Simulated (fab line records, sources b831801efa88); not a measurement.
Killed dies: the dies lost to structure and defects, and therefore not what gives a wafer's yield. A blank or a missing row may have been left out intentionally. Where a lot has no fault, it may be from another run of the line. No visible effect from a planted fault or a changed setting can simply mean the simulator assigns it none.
Chamber matching    flow sky130    4 sister chambers for SKY_CONTACT_CMP_27 on cmp-02
The step polishes, stops on SiO2, t overpolish 15 s, target thk 0 nm. 22 wafers are shown with their chamber, then 11 later ones without.

## EACH WAFER AND ITS CHAMBER
wafer   chamber  motor current A (A)  head pressure psi (psi)  overpolish run s (s)
L563.2  2        10.2                 3.507                    14.999
L563.3  3        11.4                 3.506                    14.995
L563.4  1        10.1                 3.487                    15.009
L564.2  0        12.1                 3.505                    15.008
L564.3  2        9.8                  3.516                    15.003
L564.4  3        10.8                 3.488                    15.008
L565.1  2        9.4                  3.499                    15.001
L565.4  3        10.7                 3.498                    15.007
L565.5  0        11.6                 3.498                    14.996
L566.1  3        11.0                 3.504                    14.984
L566.4  2        9.5                  3.504                    15.019
L566.6  1        10.1                 3.501                    15.005
L567.1  2        10.4                 3.503                    15.002
L567.3  1        9.7                  3.492                    14.999
L567.6  2        9.7                  3.504                    15.020
L569.3  0        11.8                 3.504                    15.008
L569.5  1        10.0                 3.488                    15.002
L569.6  0        11.7                 3.493                    15.000
L571.1  0        12.3                 3.493                    15.004
L571.2  2        9.8                  3.499                    15.012
L571.3  1        10.5                 3.495                    15.006
L575.1  3        10.6                 3.501                    15.000

SIGNATURES (means of the wafers above)
reading            chamber 0  chamber 1  chamber 2  chamber 3  scatter within a chamber
motor current A    11.900     10.080     9.829      10.900     0.32
head pressure psi  3.49860    3.49260    3.50457    3.49940    0.00607
overpolish run s   15.00320   15.00420   15.00800   14.99880   0.00755
Rule: distance of a wafer from a chamber = root of the sum over the readings of ((wafer's reading minus chamber's mean) / reading's scatter) squared. If the next closest chamber is less than 2 further off than the closest, the wafer can't be placed; otherwise it belongs to the closest. The scatter: take each reading less its chamber's mean, square it, sum over the shown wafers, divide by the number of wafers less the number of chambers, and take the root.

## WAFERS MISSING THEIR CHAMBER
wafer   motor current A (A)  head pressure psi (psi)  overpolish run s (s)
L575.3  10.5                 3.495                    14.990
L575.6  9.9                  3.497                    14.998
L580.3  10.3                 3.496                    15.008
L580.4  9.7                  3.499                    14.995
L580.5  11.7                 3.497                    14.998
L581.1  11.3                 3.504                    14.996
L581.4  9.8                  3.498                    14.996
L581.5  10.8                 3.498                    14.991
L582.3  10.6                 3.490                    15.005
L582.4  9.8                  3.492                    14.997
L582.5  9.4                  3.492                    14.988

## WHICH CHAMBER EACH WENT THROUGH
wafer   from the rows above           in truth
L575.3  can't be placed: 3 or 1 or 2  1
L575.6  can't be placed: 1 or 2 or 3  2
L580.3  can't be placed: 1 or 2 or 3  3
L580.4  can't be placed: 2 or 1 or 3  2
L580.5  can't be placed: 0 or 3       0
L581.1  can't be placed: 3 or 0       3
L581.4  can't be placed: 1 or 2 or 3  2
L581.5  can't be placed: 3 or 1       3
L582.3  can't be placed: 1 or 3 or 2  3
L582.4  can't be placed: 1 or 2       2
L582.5  can't be placed: 1 or 2       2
Correct placement for 0 of the 11. Unplaceable from these rows: 11, with the true chamber sitting among the candidates in 11. Placed wrongly: 0.
